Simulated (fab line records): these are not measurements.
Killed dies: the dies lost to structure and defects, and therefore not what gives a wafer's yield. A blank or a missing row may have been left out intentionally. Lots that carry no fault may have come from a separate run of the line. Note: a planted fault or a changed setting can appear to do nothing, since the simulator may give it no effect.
fab line records	flow sfq_line
record lots=6	wafers=18	last_day=84
route steps=325 shown M0@28
lots that met no fault: taken from a fault-free run of the same line
start_h: hours from the record's opening day to when the first of the lot's shown wafers began	wait_h: hours from the lot's prior step to this one	" as in the row above	L1.1+2: one row covering several wafers at once	- no value present, or no start provided	* or withheld: withheld	< > ~ a bound
route shown NAME@n: a module of which the file shows steps, and the number in the route of the first	usual: mean/standard deviation of fault-free wafers	same: alike in all rows	chamber/n: place in a boat	sites: each site's reading	_std_site: standard deviation of those values	_edge_site: inner sites' mean taken away from outer sites' mean	radius_mm: for every site, how far away it sits from the centre of the wafer	mask NAME#n: copy n	behind: the tool/chamber that last shaped the wafer	hold: what put the lot on hold/how long, in hours/how the hold closed	device: the n, p or np transistor that did not switch	end of line: the same wafers' tests at the end of the route	a step without rows: its recipe alone	killed: count of dies lost to structure and defects at first sort (not the wafer's yield)	map: shows each die of a wafer: x if killed, . if not, _ if none is there
set.NAME: setting as actually run; set.NAME@STEP: the setting as run at that earlier step	model.NAME: the simulator's own value behind a step, which no gauge read
lots seen at some steps along the route; tables by step, rows by wafer
services: a tool's chamber out of use, with start hour (start_h, from the record's first day; less than 0 if before it), hours out, and reason
## steps
# step SFQ_TRILAYER_M0_DEP_PRE_CLEAN_020
# recipe gas=Ar	time_s=15	bias_v=250
# step SFQ_TRILAYER_M0_DEP_SPUTTER_019
# recipe material=Nb	base_pressure_pa=1.33e-06	chamber_pressure_pa=0.1333	substrate_temp_c=20	resputter_cathode_voltage_v=400	target_thk_nm=200	power_w=2000	time_s=133.3
# usual throttle_valve_pct=30.5/1.1
lot.wafer	tool	chamber	start_h	wait_h	throttle_valve_pct
L740.3	pvd_sputter-06	-	118.31	0.0	29.4
L740.4	"	-	"	"	32.5
L740.6	"	-	"	"	29.0
L752.3	pvd_sputter-05	-	186.46	0.0	30.0
L752.5	"	-	"	"	29.5
L752.6	"	-	"	"	30.0
L753.1	pvd_sputter-04	-	193.68	0.0	30.7
L753.2	"	-	"	"	33.2
L753.5	"	-	"	"	30.2
L754.2	pvd_sputter-04	-	196.06	0.0	30.4
L754.4	"	-	"	"	33.2
L754.6	"	-	"	"	33.0
L757.1	pvd_sputter-05	-	215.26	0.0	29.6
L757.2	"	-	"	"	30.0
L757.3	"	-	"	"	29.8
L761.2	pvd_sputter-05	-	242.26	0.0	29.5
L761.3	"	-	"	"	30.0
L761.6	"	-	"	"	29.4
# step SFQ_M0_RS_MEAS_904
# recipe thk_meas_gauge=four-point-probe	reads=Nb_of_TRILAYER_M0_DEP_SPUTTER_019
# usual M0_NB_RS=0.891/0.007
lot.wafer	tool	chamber	start_h	wait_h	M0_NB_RS[ohm/sq]
L740.3	film_metro-02	-	118.44	0.1	0.879
L740.4	"	-	"	"	0.883
L740.6	"	-	"	"	0.888
L752.3	film_metro-04	-	186.59	0.1	0.887
L752.5	"	-	"	"	0.883
L752.6	"	-	"	"	0.893
L753.1	film_metro-04	-	193.77	0.0	0.888
L753.2	"	-	"	"	0.882
L753.5	"	-	"	"	0.885
L754.2	film_metro-03	-	196.17	0.1	0.882
L754.4	"	-	"	"	0.885
L754.6	"	-	"	"	0.893
L757.1	film_metro-04	-	215.35	0.0	0.895
L757.2	"	-	"	"	0.891
L757.3	"	-	"	"	0.888
L761.2	film_metro-04	-	242.37	0.1	0.883
L761.3	"	-	"	"	0.892
L761.6	"	-	"	"	0.885
# step SFQ_TRILAYER_M0_LITHO_COAT_026
# recipe resist=BARC	spin_rpm=3000	resist_thk_nm=62
# step SFQ_TRILAYER_M0_LITHO_COAT_021
# recipe resist=KrF	spin_rpm=3000	resist_thk_nm=600
# step SFQ_TRILAYER_M0_LITHO_SOFTBAKE_025
# recipe temp_c=withheld	time_s=withheld	resist=KrF
# step SFQ_TRILAYER_M0_LITHO_EXPOSE_022
# recipe mask_id=M0	na=0.6	source_shape=conventional	sigma_outer=0.65	target_cd_nm=500	dose_mj=14.4
# step SFQ_TRILAYER_M0_LITHO_PEB_024
# recipe peb_temp_c=115	peb_time_s=60	resist=KrF
# step SFQ_TRILAYER_M0_LITHO_DEVELOP_023
# recipe time_s=60	resist=KrF
# step SFQ_M0_OVL_MEAS_906
# usual M0_OVL=1/4.8
lot.wafer	tool	chamber	start_h	wait_h	M0_OVL[nm]
L740.3	overlay-01	-	166.33	0.1	-9
L740.4	"	-	"	"	-6
L740.6	"	-	"	"	-8
L752.3	overlay-02	-	243.15	0.1	-2
L752.5	"	-	"	"	-1
L752.6	"	-	"	"	-4
L753.1	overlay-02	-	250.34	0.1	0
L753.2	"	-	"	"	2
L753.5	"	-	"	"	1
L754.2	overlay-01	-	252.74	0.1	5
L754.4	"	-	"	"	8
L754.6	"	-	"	"	11
L757.1	overlay-01	-	271.49	0.1	0
L757.2	"	-	"	"	6
L757.3	"	-	"	"	6
L761.2	overlay-02	-	290.69	0.1	2
L761.3	"	-	"	"	-5
L761.6	"	-	"	"	-1
# step SFQ_TRILAYER_M0_BARC_OPEN_METAL_ETCH_031
# recipe mask_material=PR	chemistry=O2	target_depth_nm=125	target=BARC	icp_w=600	bias_w=80	pressure_mtorr=10	time_s=41.7
# usual drypump_motor_current_A=5.6/0.46	oes_product_au=0.685/0.0047	rf_fwd_power_W=594.6/2.3
lot.wafer	tool	chamber	start_h	wait_h	drypump_motor_current_A	oes_product_au	rf_fwd_power_W	rf_hours_counter_h
L740.3	rie_metal-04	1	166.37	0.0	5.6	0.687	592.3	-
L740.4	"	0	"	"	6.1	0.686	595.2	-
L740.6	"	0	"	"	6.1	0.684	595.9	-
L752.3	rie_metal-04	0	243.21	0.1	6.1	0.688	594.9	-
L752.5	"	0	"	"	6.1	0.688	591.9	-
L752.6	"	0	"	"	6.1	0.679	592.8	-
L753.1	rie_metal-01	0	250.37	0.0	5.9	0.685	593.8	185
L753.2	"	1	"	"	5.5	0.682	594.2	139
L753.5	"	0	"	"	5.9	0.691	594.7	-
L754.2	rie_metal-04	0	252.80	0.1	6.1	0.693	596.4	-
L754.4	"	0	"	"	6.1	0.679	590.9	-
L754.6	"	0	"	"	6.1	0.684	595.3	-
L757.1	rie_metal-01	0	271.52	0.0	5.9	0.689	597.3	190
L757.2	"	1	"	"	5.4	0.694	596.6	144
L757.3	"	1	"	"	5.5	0.685	595.3	-
L761.2	rie_metal-01	1	290.74	0.0	5.4	0.682	592.9	-
L761.3	"	1	"	"	5.5	0.689	591.6	-
L761.6	"	1	"	"	5.5	0.684	592.4	-
# step SFQ_TRILAYER_M0_ETCH_METAL_ETCH_024
# recipe target=Nb	stop_on=SiO2	mask_material=PR	chemistry=Cl2/Ar	target_depth_nm=240	icp_w=600	bias_w=80	pressure_mtorr=10	time_s=120
# usual drypump_motor_current_A=5.6/0.46	oes_product_au=0.894/0.0058	rf_fwd_power_W=597.4/1.8
lot.wafer	tool	chamber	start_h	wait_h	drypump_motor_current_A	oes_product_au	rf_fwd_power_W	rf_hours_counter_h	model.KrF_of_TRILAYER_M0_LITHO_COAT_021.thk_nm	model.M0.feature_depth_nm	model.SiO2_of_TRILAYER_L0_CAP_PECVD_011.thk_nm
L740.3	rie_metal-04	1	166.45	0.1	5.7	0.896	596.4	-	387	202.6	54.82
L740.4	"	0	"	"	6.1	0.897	597.7	-	384.4	201.7	55
L740.6	"	0	"	"	6.1	0.899	596.1	-	385.9	200.6	55.49
L752.3	rie_metal-04	0	243.38	0.1	6.1	0.889	693.7	-	359.7	204.2	51.27
L752.5	"	0	"	"	6.1	0.905	694.7	-	358.4	205	51.7
L752.6	"	0	"	"	6.1	0.893	694.5	-	359.8	202.7	52.05
L753.1	rie_metal-01	0	250.43	0.0	5.9	0.898	598.3	185	384.3	200.8	54.23
L753.2	"	1	"	"	5.5	0.905	598.3	139	387.5	201.6	53.86
L753.5	"	0	"	"	5.9	0.895	597.7	-	382.9	201.7	55.07
L754.2	rie_metal-04	0	252.99	0.2	6.1	0.894	695.8	-	362.5	205	52.28
L754.4	"	0	"	"	6.1	0.902	693.6	-	358.3	204.2	53
L754.6	"	0	"	"	6.1	0.887	694.8	-	359.4	202.9	52.58
L757.1	rie_metal-01	0	271.58	0.0	5.9	0.893	598.9	190	384.9	199.2	54.43
L757.2	"	1	"	"	5.5	0.895	601.2	144	387.7	200	55.55
L757.3	"	1	"	"	5.5	0.896	599.0	-	387.9	200.7	55.24
L761.2	rie_metal-01	1	290.89	0.1	5.5	0.895	597.3	-	383.5	201.5	55.3
L761.3	"	1	"	"	5.5	0.895	598.4	-	380.7	199.9	54.17
L761.6	"	1	"	"	5.5	0.891	597.2	-	383	200.9	56.67
# step SFQ_TRILAYER_M0_STRIP_STRIP_025
# recipe gas=O2	power_w=200	platen_temp_c=40	overash_fraction=0.65	chemistry=O2	pressure_mtorr=50
# usual drypump_motor_current_A=5.6/0.46	oes_product_au=0.999/0.0077
lot.wafer	tool	chamber	start_h	wait_h	drypump_motor_current_A	oes_product_au	rf_hours_counter_h
L740.3	rie_metal-04	1	166.73	0.2	5.6	1.001	-
L740.4	"	0	"	"	6.1	1.002	-
L740.6	"	0	"	"	6.1	1.011	-
L752.3	rie_metal-04	0	243.94	0.5	6.1	1.008	-
L752.5	"	0	"	"	6.1	1.007	-
L752.6	"	0	"	"	6.1	1.009	-
L753.1	rie_metal-01	0	250.56	0.1	5.9	0.998	185
L753.2	"	1	"	"	5.5	0.993	140
L753.5	"	0	"	"	5.9	0.994	-
L754.2	rie_metal-04	0	253.53	0.5	6.1	1.016	-
L754.4	"	0	"	"	6.1	1.006	-
L754.6	"	0	"	"	6.1	1.009	-
L757.1	rie_metal-01	0	271.71	0.1	5.9	0.999	190
L757.2	"	1	"	"	5.5	0.995	144
L757.3	"	1	"	"	5.5	0.984	-
L761.2	rie_metal-01	1	291.29	0.4	5.5	0.988	-
L761.3	"	1	"	"	5.5	0.990	-
L761.6	"	1	"	"	5.5	0.988	-
## services
tool	chamber	start_h	hours	kind
pvd_sputter-05	-	96.12	7.9	repair
rie_metal-04	-	101.61	0.8	repair
rie_metal-01	-	104.09	5.0	repair
rie_metal-01	1	110.05	3.4	repair
rie_metal-04	-	113.24	1.4	pm
pvd_sputter-04	-	114.95	25.3	repair
rie_metal-01	-	165.25	2.8	pm
rie_metal-01	1	193.21	11.8	repair
pvd_sputter-05	-	212.11	2.0	repair
rie_metal-04	1	235.93	-	clean
rie_metal-04	1	235.93	21.9	scheduled_down
rie_metal-04	1	235.93	21.9	vent_cycle
pvd_sputter-05	-	237.41	3.3	repair
pvd_sputter-06	-	237.68	9.5	repair
pvd_sputter-04	2	267.68	-	consumable_replace:kit
pvd_sputter-04	2	267.68	18.0	scheduled_down
pvd_sputter-04	2	267.68	18.0	vent_cycle
rie_metal-01	0	284.30	-	clean
rie_metal-01	0	284.30	32.1	scheduled_down
rie_metal-01	0	284.30	32.1	vent_cycle
## key
first_sign step=SFQ_TRILAYER_M0_ETCH_METAL_ETCH_024	reading=rf_fwd_power_W	direction=up	sigmas=53	usual=597.4	struck=694.5
effect none on later readings
model_effect step=SFQ_TRILAYER_M0_ETCH_METAL_ETCH_024	value=KrF_of_TRILAYER_M0_LITHO_COAT_021.thk_nm	without=379.5	struck=359.7
met_at SFQ_TRILAYER_M0_ETCH_METAL_ETCH_024
struck_wafers L752.3,L752.5,L752.6,L754.2,L754.4,L754.6
onset_between 166.45 243.38
fault kind=process_parameter_drift	tool=rie_metal-04	chamber=-	onset_h=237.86	steps=SFQ_TRILAYER_M0_ETCH_METAL_ETCH_024	channel=icp_w	offset=96	shape=step	end_h=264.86	acts_in=these_recipes_only	stated=600
